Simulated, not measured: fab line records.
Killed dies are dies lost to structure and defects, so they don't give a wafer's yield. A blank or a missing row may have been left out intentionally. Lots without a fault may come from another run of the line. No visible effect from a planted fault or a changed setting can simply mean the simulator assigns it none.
Chamber matching / flow sky130 / 4 sister chambers for SKY_VIA4_CMP_02 on cmp-01
The step polishes SiO2. 8 wafers are shown with their chamber, then 9 later ones without.

WAFERS WITH THEIR CHAMBER
wafer=L614.6; chamber=2; motor-current-A (A)=11.9
wafer=L615.5; chamber=2; motor-current-A (A)=11.5
wafer=L616.2; chamber=0; motor-current-A (A)=12.8
wafer=L616.5; chamber=1; motor-current-A (A)=10.8
wafer=L616.6; chamber=0; motor-current-A (A)=12.0
wafer=L617.1; chamber=3; motor-current-A (A)=12.0
wafer=L617.2; chamber=1; motor-current-A (A)=10.8
wafer=L617.5; chamber=3; motor-current-A (A)=12.3

WAFERS WHOSE CHAMBER IS MISSING
wafer=L622.1; motor-current-A (A)=11.2
wafer=L622.4; motor-current-A (A)=11.1
wafer=L622.5; motor-current-A (A)=13.0
wafer=L626.1; motor-current-A (A)=11.9
wafer=L626.2; motor-current-A (A)=12.4
wafer=L626.6; motor-current-A (A)=11.5
wafer=L630.1; motor-current-A (A)=10.6
wafer=L630.3; motor-current-A (A)=12.6
wafer=L630.5; motor-current-A (A)=12.5

WHICH CHAMBER EACH WENT THROUGH
wafer=L622.1; from the rows above=can't be placed: 1 or 2 or 3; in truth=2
wafer=L622.4; from the rows above=can't be placed: 1 or 2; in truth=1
wafer=L622.5; from the rows above=can't be placed: 0 or 3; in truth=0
wafer=L626.1; from the rows above=can't be placed: 2 or 3 or 0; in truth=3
wafer=L626.2; from the rows above=can't be placed: 0 or 3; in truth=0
wafer=L626.6; from the rows above=can't be placed: 2 or 3 or 1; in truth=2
wafer=L630.1; from the rows above=1; in truth=1
wafer=L630.3; from the rows above=can't be placed: 0 or 3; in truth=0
wafer=L630.5; from the rows above=can't be placed: 0 or 3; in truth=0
Placed correctly: 1 of 9. Can't be placed from these rows: 8 (the true chamber is among the candidates in 8). 0 placed wrongly.
How it was worked out, from the rows above alone: a wafer's distance from a chamber is the root of the sum, over the readings, of the square of ((its reading less the chamber's mean) divided by the reading's scatter). If the next closest chamber is less than 2 further off than the closest, the wafer can't be placed; otherwise it belongs to the closest. For every chamber, the mean is computed from those of its wafers that are shown. The scatter is the square root of a quotient: the sum, over the shown wafers, of each reading's squared deviation from its chamber's mean, divided by wafers minus chambers.
